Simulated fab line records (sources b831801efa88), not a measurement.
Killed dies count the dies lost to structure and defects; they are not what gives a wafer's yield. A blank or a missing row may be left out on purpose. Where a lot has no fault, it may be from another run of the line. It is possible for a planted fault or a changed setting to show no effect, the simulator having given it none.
A lot that was struck, set against a sound lot	flow sfq-line	25 out of 325 route steps
Sound: the wafers L504.2, L504.3, L504.6. Struck: wafer L515.1 (L515.2, L515.5, from the same lot, were not struck and are left out); the cause is given at the end.
Each step with rows lists, per side, the tool, then ch with its chambers, then its first start. Under that, the readings that differ: sound wafers	struck wafers	difference of the means	sigmas: that difference in standard deviations of wafers without a fault.
alike: a reading whose means differ by less than 2 such deviations, as well as words and numbers matching on both sides. not compared: withheld readings; readings where some wafer has no value; bounds like >300 that might hide an equal value; numbers whose values overlap and for which the record gives no deviation.
A row with sigmas, a row that says differs or no value, or rows on one side alone: a step with any of these is where the two part. Numbers that don't overlap but have no deviation are shown without sigmas and don't part them. A reading that every wafer of one side lacks parts them only if that side has two wafers or more.

first, 6 steps without rows for these wafers: SFQ_TRILAYER_M7_LITHO_COAT_182 (resist thk 62 nm); SFQ_TRILAYER_M7_LITHO_COAT_177 (resist thk 600 nm); SFQ_TRILAYER_M7_LITHO_SOFTBAKE_181; SFQ_TRILAYER_M7_LITHO_EXPOSE_178 (exposes mask M7, target cd 500 nm); SFQ_TRILAYER_M7_LITHO_PEB_180 (peb time 60 s); SFQ_TRILAYER_M7_LITHO_DEVELOP_179 (time 60 s).
SFQ_M7_OVL_MEAS_945:
  sound on overlay-02 at day 76 16:34; struck on overlay-02 at day 78 03:13
  alike: M7_OVL
SFQ_TRILAYER_M7_BARC_OPEN_METAL_ETCH_229: etches BARC in O2, target depth 125 nm, time 41.7 s.
  sound on rie-metal-01 ch 0, day 76 16:37; struck on rie-metal-01 ch 1, day 78 03:15
reading	sound	struck	difference	sigmas
rf-hours-counter-h (h)	- - -	2	no value on the sound wafers	
  alike: chamber-pressure-mTorr, drypump-motor-current-A, oes-product-au
SFQ_TRILAYER_M7_ETCH_METAL_ETCH_180: etches Nb in Cl2/Ar, stops on SiO2, target depth 240 nm, time 120 s.
  sound on rie-metal-01 ch 0, day 76 16:46; struck on rie-metal-01 ch 1, day 78 03:19
reading	sound	struck	difference	sigmas
rf-hours-counter-h (h)	- - -	2	no value on the sound wafers	
  alike: chamber-pressure-mTorr, drypump-motor-current-A, oes-product-au
SFQ_TRILAYER_M7_STRIP_STRIP_181: strips in O2.
  sound on rie-metal-01 ch 0, day 76 17:10; struck on rie-metal-01 ch 1, day 78 03:26
reading	sound	struck	difference	sigmas
rf-hours-counter-h (h)	- - -	2	no value on the sound wafers	
  alike: chamber-pressure-mTorr, drypump-motor-current-A, oes-product-au
then, 1 step without rows for these wafers: SFQ_TRILAYER_M7_STRIP_SOLV_CLEAN_182 (cleans in NMP, time 600 s).
SFQ_TRILAYER_I7_DEP_PECVD_183: deposits SiO2 from SiH4/N2O, time 111.11 s, target thk 500 nm.
  sound on pecvd-02 ch 0,2, day 76 18:20; struck on pecvd-02 ch 2, day 78 04:15
  alike: heater-power-w, throttle-valve-pct
SFQ_TRILAYER_I7_CMP_CMP_184: polishes SiO2.
  sound on cmp-02 ch 0,2,3, day 76 19:25; struck on cmp-01 ch 3, day 78 19:51
reading	sound	struck	difference	sigmas
model.SiO2_of_TRILAYER_I7_DEP_PECVD_183.thk-nm (nm)	199.1 199.4 200.3	180.5	-19.1	
  alike: motor-current-A, time-to-endpoint-s
SFQ_I7_BOW_MEAS_946:
  sound on film-metro-01 at day 76 21:26; struck on film-metro-04 at day 78 23:10
  not compared: I7_BOW
SFQ_TRILAYER_I7_METRO_MEASURE_185:
  sound on film-metro-01 at day 76 21:44; struck on film-metro-04 at day 79 03:43
reading	sound	struck	difference	sigmas
thk-nm (nm)	199.1 199.2 200.2	180.4	-19.1	-20
then, 6 steps without rows for these wafers: SFQ_TRILAYER_I7_VIA_LITHO_COAT_192 (resist thk 62 nm); SFQ_TRILAYER_I7_VIA_LITHO_COAT_187 (resist thk 650 nm); SFQ_TRILAYER_I7_VIA_LITHO_SOFTBAKE_191; SFQ_TRILAYER_I7_VIA_LITHO_EXPOSE_188 (exposes mask I7, target cd 1000 nm); SFQ_TRILAYER_I7_VIA_LITHO_PEB_190 (peb time 60 s); SFQ_TRILAYER_I7_VIA_LITHO_DEVELOP_189 (time 60 s).
-- the record jumps here: 3 days lie between the struck wafers' starts before and after --
SFQ_I7_OVL_MEAS_947:
  sound on overlay-02 at day 81 02:16; struck on overlay-02 at day 82 10:32
  alike: I7_OVL
SFQ_TRILAYER_I7_VIA_BARC_OPEN_VIA_ETCH_260: etches BARC in O2, target depth 125 nm, time 41.7 s.
  sound on rie-diel-02 ch 0,2, day 81 02:18; struck on rie-diel-03 ch 3, day 82 10:34
  alike: chamber-pressure-mTorr, drypump-motor-current-A, oes-product-au
  not compared: rf-hours-counter-h
SFQ_TRILAYER_I7_VIA_ETCH_VIA_ETCH_190: etches SiO2 in CHF3, stops on Nb, target depth 260 nm.
  sound on rie-diel-02 ch 0,2, day 81 02:20; struck on rie-diel-03 ch 3, day 82 10:37
reading	sound	struck	difference	sigmas
oes-product-au (a.u.)	0.850 0.848 0.853	0.805	-0.045	-9
model.I7.feature-depth-nm (nm)	199.1 199.4 200.3	180.5	-19.1	
model.etch.depth-nm (nm)	199.1 199.4 200.3	180.5	-19.1	
  alike: chamber-pressure-mTorr, drypump-motor-current-A
then, 1 step without rows for these wafers: SFQ_TRILAYER_I7_VIA_STRIP_STRIP_191 (strips in O2).

WHERE THEY PART
Earliest at SFQ_TRILAYER_M7_BARC_OPEN_METAL_ETCH_229; latest, in this record, at SFQ_TRILAYER_I7_VIA_ETCH_VIA_ETCH_190.

WHY: the cause the simulator had injected
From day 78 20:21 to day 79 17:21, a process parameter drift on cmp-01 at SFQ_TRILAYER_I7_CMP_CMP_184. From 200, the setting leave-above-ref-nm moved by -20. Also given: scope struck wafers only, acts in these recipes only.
